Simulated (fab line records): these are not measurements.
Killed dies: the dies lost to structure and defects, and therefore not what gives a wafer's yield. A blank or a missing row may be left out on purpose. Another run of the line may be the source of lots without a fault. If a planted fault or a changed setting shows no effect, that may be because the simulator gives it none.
fab line records | flow sky130
[record] lots = 7 | wafers = 21 | last_day = 50
route steps=708 shown SD_P@359 RES_XHIGH@360 SALICIDE@361 LI_CONTACT@362
lots with no fault: from the same line, run without faults
start_h: hours from the record's opening day to when the first of the lot's shown wafers began | wait_h: how many hours have passed since the lot's step before this one | " the same as in the row above | L1.1+2: one row covering several wafers at once | - no value present, or no start provided | * or withheld: withheld | < > ~ a bound
route shown NAME@n: NAME is a module with steps in the file, n the number in the route of the first one | usual: mean/standard deviation of fault-free wafers | same: alike in all rows | chamber/n: place in a boat | sites: per-site readings | _std_site: their standard deviation | _edge_site: the outer-site mean with the inner-site mean subtracted | radius_mm: how far each site lies from the wafer's centre | mask NAME#n: copy n | behind: tool/chamber where the wafer was last shaped | hold: cause of the lot's hold/its duration in hours/its outcome | device: the n, p or np transistor that did not switch | end of line: tests of these same wafers at the route's end | where a step has no rows: the recipe by itself | killed: dies lost to structure and defects at the first sort, not the wafer's yield | map: the dies of a wafer, with x for killed, . for not killed, _ for no die there
set.NAME: the run value of the setting; set.NAME@STEP: its run value at that earlier step | model.NAME: the simulator's own value behind a step, which no gauge read
lots at selected steps of the route; one table per step, one row per wafer
services: when a tool's chamber went out of use (start_h, in hours from the record's first day, below 0 if earlier), for how many hours, and the reason
[[steps]]
[step SKY_SD_N_RS_MEAS_17]
[recipe] thk_meas_gauge = four-point-probe
[usual] SD_P_RS = 147.2/0.36
lot.wafer | tool          | chamber | start_h | wait_h | SD_P_RS[ohm/sq]
L572.3    | film_metro-02 | -       | 670.29  | 0.1    | 146.8
L572.5    | "             | -       | "       | "      | 146.8
L572.6    | "             | -       | "       | "      | 147.4
L574.3    | film_metro-01 | -       | 702.34  | 0.1    | 147.4
L574.4    | "             | -       | "       | "      | 147.3
L574.6    | "             | -       | "       | "      | 147.4
L576.4    | film_metro-02 | -       | 703.02  | 0.1    | 146.3
L576.5    | "             | -       | "       | "      | 146.5
L576.6    | "             | -       | "       | "      | 146.1
L575.2    | film_metro-04 | -       | 703.11  | 0.1    | 147.1
L575.5    | "             | -       | "       | "      | 147.3
L575.6    | "             | -       | "       | "      | 147.4
L587.3    | film_metro-01 | -       | 790.96  | 0.1    | 147.2
L587.4    | "             | -       | "       | "      | 147.0
L587.6    | "             | -       | "       | "      | 146.9
L589.3    | film_metro-04 | -       | 802.58  | 0.1    | 147.8
L589.4    | "             | -       | "       | "      | 147.4
L589.6    | "             | -       | "       | "      | 147.0
L590.2    | film_metro-04 | -       | 835.08  | 0.1    | 146.8
L590.5    | "             | -       | "       | "      | 147.0
L590.6    | "             | -       | "       | "      | 146.9
[step SKY_SD_N_RS_MEAS_18]
[recipe] thk_meas_gauge = four-point-probe
[usual] RES_XHIGH_RS = 331.3/1.2
lot.wafer | tool          | chamber | start_h | wait_h | RES_XHIGH_RS[ohm/sq]
L572.3    | film_metro-02 | -       | 670.41  | 0.1    | 330.6
L572.5    | "             | -       | "       | "      | 330.8
L572.6    | "             | -       | "       | "      | 331.6
L574.3    | film_metro-01 | -       | 702.46  | 0.1    | 332.1
L574.4    | "             | -       | "       | "      | 331.8
L574.6    | "             | -       | "       | "      | 332.0
L576.4    | film_metro-02 | -       | 703.14  | 0.1    | 330.9
L576.5    | "             | -       | "       | "      | 331.0
L576.6    | "             | -       | "       | "      | 332.3
L575.2    | film_metro-04 | -       | 703.23  | 0.1    | 330.8
L575.5    | "             | -       | "       | "      | 329.8
L575.6    | "             | -       | "       | "      | 330.5
L587.3    | film_metro-01 | -       | 791.08  | 0.1    | 333.1
L587.4    | "             | -       | "       | "      | 332.9
L587.6    | "             | -       | "       | "      | 331.6
L589.3    | film_metro-04 | -       | 802.70  | 0.1    | 330.2
L589.4    | "             | -       | "       | "      | 330.1
L589.6    | "             | -       | "       | "      | 330.3
L590.2    | film_metro-04 | -       | 835.20  | 0.1    | 333.3
L590.5    | "             | -       | "       | "      | 334.1
L590.6    | "             | -       | "       | "      | 332.9
[step SKY_SALICIDE_CLEAN_00]
[recipe] chemistry = HF-last | time_s = 30 | dilution = 100:1 | dry = ipa_marangoni
[step SKY_LI_CONTACT_HDPCVD_00]
[recipe] material = PSG | target_thk_nm = 930 | sigma_open_frac = 0.3 | time_s = 155 | temp_c = 600 | sih4_flow_sccm = 60 | pressure_mtorr = 6
[step SKY_LI_CONTACT_THK_MEAS_01]
[recipe] reads = PSG_of_LI_CONTACT_HDPCVD_00
[usual] LI_CONTACT_HDPCVD_THK = 920/14
lot.wafer | tool          | chamber | start_h | wait_h | LI_CONTACT_HDPCVD_THK[nm]
L572.3    | film_metro-04 | -       | 670.63  | 0.1    | 894
L572.5    | "             | -       | "       | "      | 897
L572.6    | "             | -       | "       | "      | 902
L574.3    | film_metro-02 | -       | 702.68  | 0.1    | 925
L574.4    | "             | -       | "       | "      | 940
L574.6    | "             | -       | "       | "      | 930
L576.4    | film_metro-01 | -       | 703.35  | 0.0    | 911
L576.5    | "             | -       | "       | "      | 925
L576.6    | "             | -       | "       | "      | 904
L575.2    | film_metro-04 | -       | 703.46  | 0.1    | 901
L575.5    | "             | -       | "       | "      | 901
L575.6    | "             | -       | "       | "      | 906
L587.3    | film_metro-04 | -       | 791.30  | 0.1    | 928
L587.4    | "             | -       | "       | "      | 919
L587.6    | "             | -       | "       | "      | 931
L589.3    | film_metro-02 | -       | 802.92  | 0.1    | 920
L589.4    | "             | -       | "       | "      | 918
L589.6    | "             | -       | "       | "      | 914
L590.2    | film_metro-02 | -       | 835.43  | 0.1    | 924
L590.5    | "             | -       | "       | "      | 923
L590.6    | "             | -       | "       | "      | 909
[step SKY_LI_CONTACT_CMP_02]
[recipe] material = PSG | down_force_psi = 4 | platen_rpm = 60 | pad_velocity_m_s = 0.94248
[usual] edge_zone_pressure_frac = 0.999/0.0052 | motor_current_A = 12.0/1.5 | platen_rpm = 60.00/0.042 | time_to_endpoint_s = 31/3
lot.wafer | tool   | chamber | start_h | wait_h | edge_zone_pressure_frac | motor_current_A | platen_rpm | time_to_endpoint_s
L572.3    | cmp-02 | 0       | 670.82  | 0.2    | 0.998                   | 14.1            | 59.99      | 25
L572.5    | "      | 1       | "       | "      | 0.998                   | 12.3            | 60.10      | 30
L572.6    | "      | 2       | "       | "      | 0.998                   | 11.1            | 60.09      | 30
L574.3    | cmp-01 | 2       | 702.72  | 0.0    | 0.998                   | 10.7            | 60.06      | 31
L574.4    | "      | 1       | "       | "      | 1.006                   | 15.7            | 60.04      | 37
L574.6    | "      | 2       | "       | "      | 0.997                   | 11.0            | 60.07      | 33
L576.4    | cmp-01 | 3       | 703.48  | 0.1    | 1.015                   | 11.4            | 60.08      | 34
L576.5    | "      | 1       | "       | "      | 1.011                   | 15.1            | 60.03      | 37
L576.6    | "      | 2       | "       | "      | 0.997                   | 10.8            | 60.05      | 31
L575.2    | cmp-01 | 2       | 703.68  | 0.2    | 0.998                   | 10.9            | 60.03      | 27
L575.6    | "      | 2       | "       | "      | 1.001                   | 11.1            | 59.99      | 32
L575.5    | "      | 3       | "       | "      | 0.996                   | 11.9            | 59.97      | 31
L587.4    | cmp-01 | 2       | 791.34  | 0.0    | 0.997                   | 10.8            | 60.02      | 29
L587.3    | "      | 3       | "       | "      | 0.996                   | 11.2            | 60.05      | 29
L587.6    | "      | 2       | "       | "      | 1.003                   | 10.2            | 60.04      | 30
L589.3    | cmp-02 | 2       | 802.96  | 0.0    | 1.009                   | 10.9            | 60.02      | 33
L589.4    | "      | 1       | "       | "      | 0.997                   | 12.0            | 60.00      | 33
L589.6    | "      | 2       | "       | "      | 1.009                   | 11.2            | 59.96      | 30
L590.2    | cmp-02 | 0       | 835.58  | 0.1    | 0.992                   | 14.2            | 59.93      | 27
L590.6    | "      | 2       | "       | "      | 0.998                   | 10.7            | 59.97      | 29
L590.5    | "      | 3       | "       | "      | 0.999                   | 10.6            | 60.03      | 25
[step SKY_LI_CONTACT_BOW_MEAS_03]
[recipe] mode = bow
[usual] LI_CONTACT_BOW = 56/7
lot.wafer | tool          | chamber | start_h | wait_h | LI_CONTACT_BOW[um]
L572.3    | film_metro-02 | -       | 671.01  | 0.1    | 61
L572.5    | "             | -       | "       | "      | 59
L572.6    | "             | -       | "       | "      | 51
L574.3    | film_metro-01 | -       | 703.06  | 0.3    | 51
L574.4    | "             | -       | "       | "      | 58
L574.6    | "             | -       | "       | "      | 71
L576.4    | film_metro-01 | -       | 703.74  | 0.2    | 63
L576.5    | "             | -       | "       | "      | 60
L576.6    | "             | -       | "       | "      | 71
L575.2    | film_metro-04 | -       | 704.00  | 0.3    | 56
L575.5    | "             | -       | "       | "      | 60
L575.6    | "             | -       | "       | "      | 56
L587.3    | film_metro-02 | -       | 791.68  | 0.2    | 59
L587.4    | "             | -       | "       | "      | 60
L587.6    | "             | -       | "       | "      | 55
L589.3    | film_metro-02 | -       | 803.30  | 0.3    | 60
L589.4    | "             | -       | "       | "      | 58
L589.6    | "             | -       | "       | "      | 50
L590.2    | film_metro-01 | -       | 835.80  | 0.2    | 50
L590.5    | "             | -       | "       | "      | 63
L590.6    | "             | -       | "       | "      | 60
[step SKY_LI_CONTACT_DEHYDRATE_04]
[recipe] temp_c = 200 | time_s = 60
[step SKY_LI_CONTACT_HMDS_05]
[recipe] prime_time_s = 60 | prime_temp_c = 120
[step SKY_LI_CONTACT_COAT_06]
[recipe] resist = BARC | temp_c = withheld | time_s = withheld | spin_rpm = 3000 | resist_thk_nm = 60
[step SKY_LI_CONTACT_COAT_07]
[recipe] resist = KrF-thick | spin_rpm = 3000 | resist_thk_nm = 450
[step SKY_LI_CONTACT_SOFTBAKE_08]
[recipe] temp_c = 100 | time_s = 90 | resist = KrF-thick
[step SKY_LI_CONTACT_EXPOSE_09]
[recipe] mask_id = LICM1 | na = 0.8 | source_shape = annular | sigma_inner = 0.55 | sigma_outer = 0.85 | target_cd_nm = 170 | dose_mj = 38
[usual] exposure_dose_mJ_cm2 = 37.98/0.039 | focus_offset_nm = 0.0/0.53 | stage_vel_mm_s = 499.99/0.21
lot.wafer | tool           | chamber | start_h | wait_h | mask    | exposure_dose_mJ_cm2 | focus_offset_nm | stage_vel_mm_s
L572.3    | krf_scanner-01 | 0       | 685.64  | -      | LICM1#0 | 38.00                | 0.4             | 500.17
L572.5    | "              | 0       | "       | "      | LICM1#0 | 38.00                | -0.4            | 500.02
L572.6    | "              | 0       | "       | "      | LICM1#0 | 37.94                | -0.3            | 500.05
L574.3    | krf_scanner-02 | -       | 717.02  | -      | LICM1#0 | -                    | -               | -
L574.4    | "              | -       | "       | "      | LICM1#0 | -                    | -               | -
L574.6    | "              | -       | "       | "      | LICM1#0 | -                    | -               | -
L576.4    | krf_scanner-01 | -       | 717.28  | -      | LICM1#0 | -                    | -               | -
L576.5    | "              | -       | "       | "      | LICM1#0 | -                    | -               | -
L576.6    | "              | -       | "       | "      | LICM1#0 | -                    | -               | -
L575.2    | krf_scanner-01 | -       | 717.89  | -      | LICM1#0 | -                    | -               | -
L575.5    | "              | -       | "       | "      | LICM1#0 | -                    | -               | -
L575.6    | "              | -       | "       | "      | LICM1#0 | -                    | -               | -
L587.3    | krf_scanner-02 | 0       | 804.77  | -      | LICM1#0 | 37.97                | 0.2             | 499.81
L587.4    | "              | 0       | "       | "      | LICM1#0 | 38.00                | 0.2             | 500.01
L587.6    | "              | 0       | "       | "      | LICM1#0 | 37.92                | 0.4             | 500.02
L589.3    | krf_scanner-02 | 0       | 817.74  | -      | LICM1#0 | 38.03                | 0.4             | 500.20
L589.4    | "              | 0       | "       | "      | LICM1#0 | 38.05                | 0.4             | 500.21
L589.6    | "              | 0       | "       | "      | LICM1#0 | 37.96                | -0.1            | 500.15
L590.2    | krf_scanner-01 | 0       | 841.12  | -      | LICM1#0 | 37.95                | 0.3             | 500.20
L590.5    | "              | 0       | "       | "      | LICM1#0 | 37.93                | 0.4             | 499.98
L590.6    | "              | 0       | "       | "      | LICM1#0 | 38.01                | -0.4            | 499.96
[step SKY_LI_CONTACT_PEB_10]
[recipe] peb_temp_c = withheld | peb_time_s = withheld | resist = KrF-thick
[[services]]
tool           | chamber | start_h | hours | kind
krf_scanner-01 | -       | 656.86  | 0.8   | pm
krf_scanner-01 | -       | 661.49  | 4.4   | pm
krf_scanner-02 | -       | 674.86  | 1.9   | repair
krf_scanner-02 | -       | 682.70  | 4.0   | pm
krf_scanner-02 | -       | 687.10  | 0.4   | repair
krf_scanner-02 | -       | 711.03  | 0.3   | repair
krf_scanner-02 | 0       | 726.02  | -     | calibration
krf_scanner-01 | 0       | 741.19  | -     | calibration
cmp-02         | -       | 744.00  | 4.0   | pm
krf_scanner-02 | -       | 744.59  | 1.3   | pm
krf_scanner-02 | -       | 747.87  | 0.8   | pm
cmp-02         | -       | 748.00  | -     | consumable_replace:conditioner
cmp-02         | -       | 748.00  | -     | consumable_replace:pad
krf_scanner-01 | -       | 751.68  | 1.3   | pm
cmp-01         | -       | 769.40  | 4.3   | repair
cmp-01         | -       | 783.64  | 4.2   | pm
krf_scanner-01 | -       | 792.83  | 0.6   | repair
krf_scanner-01 | -       | 794.42  | 1.0   | pm
krf_scanner-02 | -       | 798.82  | 1.0   | pm
krf_scanner-01 | -       | 805.15  | 3.6   | pm
krf_scanner-01 | -       | 812.66  | 1.3   | repair
krf_scanner-01 | -       | 825.66  | 0.8   | pm
cmp-01         | -       | 826.16  | 0.8   | repair
krf_scanner-02 | -       | 838.56  | 4.4   | pm
[[key]]
[first_sign] step = SKY_LI_CONTACT_EXPOSE_09 | reading = tool_record | direction = missing
effect none on later readings
met_at SKY_LI_CONTACT_EXPOSE_09
struck_wafers L574.3,L574.4,L574.6,L575.2,L575.5,L575.6,L576.4,L576.5,L576.6
later_rows_left_out L574.3,L574.4,L574.6,L575.2,L575.5,L575.6,L576.4,L576.5,L576.6
sort_left_out L574.3,L574.4,L574.6,L575.2,L575.5,L575.6,L576.4,L576.5,L576.6
tester_left_out L574,L575,L576
onset_between 685.64 717.02
[fault] kind = skipped_step_whole | tool = krf_scanner-01,krf_scanner-02 | chamber = - | onset_h = 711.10 | steps = SKY_LI_CONTACT_EXPOSE_09 | scope = struck_lots_only
// tester_left_out: of these lots the tester's yield and bins aren't shown, on N5 and GAA mostly nor the transistor test; their killed dies are dies lost to structure and defects alone, not to doping, threshold or leakage, so they don't give the yield
// sort_left_out: the simulated sort isn't trusted on such a fault, so these wafers' sort isn't shown, and their yield isn't known
// later_rows_left_out: the simulator's readings of these wafers behind a module that went badly wrong aren't trusted and aren't shown, but for the sort
